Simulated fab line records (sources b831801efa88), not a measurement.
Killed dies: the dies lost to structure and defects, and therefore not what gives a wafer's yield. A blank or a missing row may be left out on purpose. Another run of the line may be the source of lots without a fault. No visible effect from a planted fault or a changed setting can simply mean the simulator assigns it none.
A lot that was struck, set against a sound lot    flow sky130    33 out of 708 route steps
Sound: wafers L729.2, L729.3, L729.5. Struck: wafer L737.4. (L737.5, L737.6 of the same lot were not struck and are left out.) The cause comes at the end.
Per side, at each step with rows, come the tool, then ch with its chambers, and then its first start. Under that, the readings that differ: sound wafers    struck wafers    difference of the means    sigmas: that difference in standard deviations of wafers without a fault.
alike: readings with means less than 2 such deviations apart, plus words and numbers identical on both sides. not compared: withheld readings, readings lacking a value on some wafer, bounds such as >300 that could conceal the same value, and numbers that have no deviation in the record and whose values overlap.
A row with sigmas, a row that says differs or no value, or rows on one side alone: a step with any of these is where the two part. Numbers that don't overlap but have no deviation are shown without sigmas and don't part them. A reading that every wafer of one side lacks parts them only if that side has two wafers or more.

first, 10 steps without rows for these wafers: SKY_NWELL_IMPLANT_12; SKY_NWELL_IMPLANT_13; SKY_NWELL_STRIP_14 (strips in O2/N2); SKY_NWELL_DEHYDRATE_16 (time 60 s); SKY_NWELL_HMDS_17 (prime time 60 s); SKY_NWELL_COAT_18 (resist thk 3000 nm); SKY_NWELL_SOFTBAKE_19; SKY_NWELL_EXPOSE_20 (exposes mask NWM COMPLEMENT, target cd 840 nm); SKY_NWELL_PEB_21; SKY_NWELL_DEVELOP_22 (develop time 60 s).
SKY_NWELL_IMPLANT_24:
  sound on implanter-04 ch 0, day 5 18:40; struck on implanter-04 ch 0, day 7 17:58
  alike: beamOnS, endStationPressureTorr
then, 21 steps without rows for these wafers: SKY_NWELL_STRIP_25 (strips in O2/N2); SKY_NWELL_CLEAN_27 (cleans in SC1/SC2, time 150 s); SKY_NWELL_RTA_28 (time 30 s); SKY_VT_ADJUST_HVTP_DEHYDRATE_00 (time 60 s); SKY_VT_ADJUST_HVTP_HMDS_01 (prime time 60 s); SKY_VT_ADJUST_HVTP_COAT_02 (resist thk 1140 nm); SKY_VT_ADJUST_HVTP_SOFTBAKE_03 (time 60 s); SKY_VT_ADJUST_HVTP_EXPOSE_04 (exposes mask HVTPM, target cd 380 nm); SKY_VT_ADJUST_HVTP_PEB_05; SKY_VT_ADJUST_HVTP_DEVELOP_06 (develop time 60 s); SKY_VT_ADJUST_HVTP_IMPLANT_09; SKY_VT_ADJUST_HVTP_STRIP_10 (strips in O2/N2); SKY_VT_ADJUST_LVTN_DEHYDRATE_00 (time 60 s); SKY_VT_ADJUST_LVTN_HMDS_01 (prime time 60 s); SKY_VT_ADJUST_LVTN_COAT_02 (resist thk 3000 nm); SKY_VT_ADJUST_LVTN_SOFTBAKE_03; SKY_VT_ADJUST_LVTN_EXPOSE_04 (exposes mask NWM COMPLEMENT LESS NATIVE, target cd 840 nm); SKY_VT_ADJUST_LVTN_PEB_05; SKY_VT_ADJUST_LVTN_DEVELOP_06 (develop time 60 s); SKY_VT_ADJUST_LVTN_IMPLANT_08; SKY_VT_ADJUST_LVTN_STRIP_09 (strips in O2/N2).
-- a jump in the record: the struck wafers' starts before and after are 40 days apart (it breaks off in module VT_ADJUST_LVTN and resumes in module PAD_OPEN, where the first step shown is number 708 of the route) --
SKY_PAD_OPEN_PROBE_99:
  sound on prober-02, day 46 00:18; struck on prober-01, day 48 04:42
reading                                     sound             struck  difference  sigmas
killedShort                                 44 49 51          31      -17         -2
model.etest.resPwellUnderGate.rsOhmSqRange  54.3 46.52 48.88  158.1   +108.2      
  alike: killed_at_M0_to_M3, killed_at_M4_up, killedAtContacts, killedAtFrontEnd, killedAtOther, killedDies, killedOpen

## WHERE THEY PART
At SKY_PAD_OPEN_PROBE_99 and nowhere else, as far as this record goes.

WHY: what had been put in by the simulator
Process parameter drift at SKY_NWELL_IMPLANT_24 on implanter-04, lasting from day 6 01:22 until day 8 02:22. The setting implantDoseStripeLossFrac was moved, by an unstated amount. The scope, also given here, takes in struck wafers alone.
